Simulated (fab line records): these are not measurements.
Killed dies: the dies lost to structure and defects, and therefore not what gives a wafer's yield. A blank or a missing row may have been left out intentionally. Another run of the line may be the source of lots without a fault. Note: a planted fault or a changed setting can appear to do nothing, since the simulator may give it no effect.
A struck lot beside a sound one -- flow sky130 -- 44 steps out of a route of 708
Sound: the wafers L581.2, L581.5, L581.6. The struck wafers were L585.1, L585.2, L585.6. The cause comes at the end.
At each step with rows: each side's tool, then ch and its chambers, then its first start. Under that, the readings that differ: sound wafers -- struck wafers -- difference of the means -- sigmas: that difference in standard deviations of wafers without a fault.
alike: readings with means less than 2 such deviations apart, plus words and numbers identical on both sides. not compared: withheld readings, readings lacking a value on some wafer, bounds such as >300 that could conceal the same value, and numbers that have no deviation in the record and whose values overlap.
Wherever a step has rows on one side only, a row that says differs or no value, or a row with sigmas, the two part there. Non-overlapping numbers with no deviation appear without sigmas and do not part them. A reading missing from all wafers of one side parts the sides only when that side holds two or more wafers.

SKY_FIELD_ISO_STRIP_16: strips in O2/N2.
  sound on plasma_asher-04 ch 0,1, day 4 19:09; struck on plasma_asher-03 ch 0,1, day 5 17:22
  alike: drypump_motor_current_A, oes_product_au, strip_time_to_endpoint_s
  not compared: rf_hours_counter_h
SKY_FIELD_ISO_ETCH_17: etches Si in HBr/Cl2/O2, target depth 342 nm, time 97.7 s.
  sound on rie_si-01 ch 2,3, day 4 19:15; struck on rie_si-01 ch 1,2,3, day 5 17:28
  alike: drypump_motor_current_A, oes_product_au, run_length_s, throttle_valve_pct
  not compared: rf_hours_counter_h
then, 5 steps without rows for these wafers: SKY_FIELD_ISO_WET_ETCH_18 (etches Si3N4 in H3PO4, target depth 25 nm, time 286 s); SKY_FIELD_ISO_CLEAN_19 (cleans in SC1/SC2, time 150 s); SKY_FIELD_ISO_CLEAN_20 (cleans in dHF, time 20 s); SKY_FIELD_ISO_WET_ETCH_21 (etches SiO2 in dHF, target depth 20 nm, time 400 s); SKY_FIELD_ISO_OXIDATION_22 (stabilise 600 s, purge 300 s, target thk 10 nm).
SKY_FIELD_ISO_THK_MEAS_23:
  sound: film_metro-02 at day 4 20:49; struck: film_metro-01 at day 5 19:44
reading,sound,struck,difference,sigmas
FIELD_ISO_OXIDATION_01_THK (nm),10.29 10.36 10.38,9.91 9.97 9.92,-0.41,-2
then, 1 step without rows for these wafers: SKY_FIELD_ISO_CVD_24 (deposits SiO2, target thk 595 nm, time 99.2 s).
SKY_FIELD_ISO_THK_MEAS_25:
  sound: film_metro-03 at day 4 20:57; struck: film_metro-03 at day 5 19:52
  alike: FIELD_ISO_CVD_24_THK
then, 1 step without rows for these wafers: SKY_FIELD_ISO_ANNEAL_26 (time 1800 s).
SKY_FIELD_ISO_CMP_27: polishes, stops on Si3N4, t overpolish 16 s, target thk 457.8 nm.
  sound on cmp-01 ch 0,1,3, day 4 22:36; struck on cmp-02 ch 0,2,3, day 5 22:47
  alike: motor_current_A, overpolish_run_s, time_to_endpoint_s
SKY_FIELD_ISO_WET_ETCH_28: etches SiO2 in dHF, target depth 23.7 nm, time 47 s.
  sound on wet_bench-01 ch 1, day 4 22:48; struck on wet_bench-02 ch 0, day 5 23:02
reading,sound,struck,difference,sigmas
run_length_s (s),73 73 73,50 50 50,-23,-7
model.SiO2_of_FIELD_ISO_CVD_24.thk_nm (nm),435.2 434.5 435.1,445.1 446.5 446.5,+11.1,
  alike: bath_heat_duty_pct
then, 4 steps without rows for these wafers: SKY_FIELD_ISO_WET_ETCH_29 (etches Si3N4 in H3PO4, target depth 160 nm, time 1825 s); SKY_FIELD_ISO_WET_ETCH_30 (etches SiO2 in dHF, target depth 25 nm, time 50 s); SKY_NWELL_CLEAN_00 (cleans in SC1/SC2, time 150 s); SKY_NWELL_OXIDATION_01 (stabilise 600 s, purge 300 s, target thk 10 nm).
SKY_NWELL_THK_MEAS_02:
  sound: film_metro-02 at day 5 01:43; struck: film_metro-01 at day 6 01:02
  alike: NWELL_OXIDATION_THK
then, 8 steps without rows for these wafers: SKY_DNWELL_DEHYDRATE_00 (time 60 s); SKY_DNWELL_HMDS_01 (prime time 60 s); SKY_DNWELL_COAT_02 (resist thk 3000 nm); SKY_DNWELL_SOFTBAKE_03; SKY_DNWELL_EXPOSE_04 (exposes mask DNM, target cd 3000 nm); SKY_DNWELL_PEB_05; SKY_DNWELL_DEVELOP_06 (develop time 60 s); SKY_DNWELL_IMPLANT_07.
SKY_DNWELL_STRIP_08: strips in O2/N2.
  sound on plasma_asher-02 ch 0,1, day 5 20:08; struck on plasma_asher-01 ch 0,1, day 6 20:05
  alike: drypump_motor_current_A, oes_product_au, strip_time_to_endpoint_s
  not compared: rf_hours_counter_h
SKY_DNWELL_TW_MEAS_09:
  sound: film_metro-01 at day 5 20:16; struck: film_metro-01 at day 6 20:11
  alike: DNWELL_TW
then, 7 steps without rows for these wafers: SKY_PWDE_DEHYDRATE_00 (time 60 s); SKY_PWDE_HMDS_01 (prime time 60 s); SKY_PWDE_COAT_02 (resist thk 3000 nm); SKY_PWDE_SOFTBAKE_03; SKY_PWDE_EXPOSE_04 (exposes mask PWDEM, target cd 840 nm); SKY_PWDE_PEB_05; SKY_PWDE_DEVELOP_06 (develop time 60 s).
SKY_PWDE_OVL_MEAS_07:
  sound: overlay-01 at day 6 14:38; struck: overlay-02 at day 7 15:44
  alike: PWDE_OVL
after that, 1 step had no rows for these wafers: SKY_PWDE_IMPLANT_08.
SKY_PWDE_STRIP_09: strips in O2/N2.
  sound on plasma_asher-03 ch 0,1, day 6 14:49; struck on plasma_asher-04 ch 0,1, day 7 15:55
  alike: drypump_motor_current_A, oes_product_au, strip_time_to_endpoint_s
  not compared: rf_hours_counter_h
SKY_PWDE_TW_MEAS_10:
  sound: film_metro-01 at day 6 14:55; struck: film_metro-01 at day 7 16:01
  alike: PWDE_TW
then, 3 steps without rows for these wafers: SKY_NWELL_DEHYDRATE_03 (time 60 s); SKY_NWELL_HMDS_04 (prime time 60 s); SKY_NWELL_COAT_05 (resist thk 3000 nm).
-- the record jumps here: 26 days lie between the struck wafers' starts before and after (it left off in module NWELL and takes up again in module SALICIDE, whose first step shown is number 361 of the route) --
SKY_SALICIDE_CLEAN_00: cleans in HF-last, time 30 s.
  sound on wet_bench-01 ch 2, day 31 17:22; struck on wet_bench-04 ch 2, day 33 10:28
reading,sound,struck,difference,sigmas
model.SiO2_of_FIELD_ISO_CVD_24.thk_nm (nm),360.2 359.3 360.1,370 371.5 371.7,+11,
-- the record jumps here: 16 days lie between the struck wafers' starts before and after (it left off in module SALICIDE and takes up again in module PAD_OPEN, whose first step shown is number 708 of the route) --
SKY_PAD_OPEN_PROBE_99:
  sound: prober-01 at day 48 15:06; struck: prober-01 at day 49 18:16
reading,sound,struck,difference,sigmas
killed_at_M4_up,2 1 0,5 5 4,+4,+2
model.etest.field_n.vt_v (V),35.35 35.08 35.71,35.85 36.01 37.02,+0.91,
model.etest.sram_nfet_pass.off_log10_a_um,-12.5 -12.76 -12.67,-13.17 -13.3 -13.19,-0.58,
model.etest.sram_nfet_pass.vt_sat_v (V),0.5512 0.5731 0.5546,0.6067 0.6246 0.6128,+0.0551,
model.etest.sram_nfet_pass.vt_v (V),0.652 0.6745 0.6511,0.7046 0.7197 0.7119,+0.0529,
  alike: killed_at_M0_to_M3, killed_at_contacts, killed_at_front_end, killed_at_other, killed_dies, killed_open, killed_short
  not compared: model.etest.cap_li_to_poly.c_af_um2

== WHERE THEY PART ==
At SKY_FIELD_ISO_THK_MEAS_23 first; at SKY_PAD_OPEN_PROBE_99 last (within this record only).

WHY: what the simulator had put in
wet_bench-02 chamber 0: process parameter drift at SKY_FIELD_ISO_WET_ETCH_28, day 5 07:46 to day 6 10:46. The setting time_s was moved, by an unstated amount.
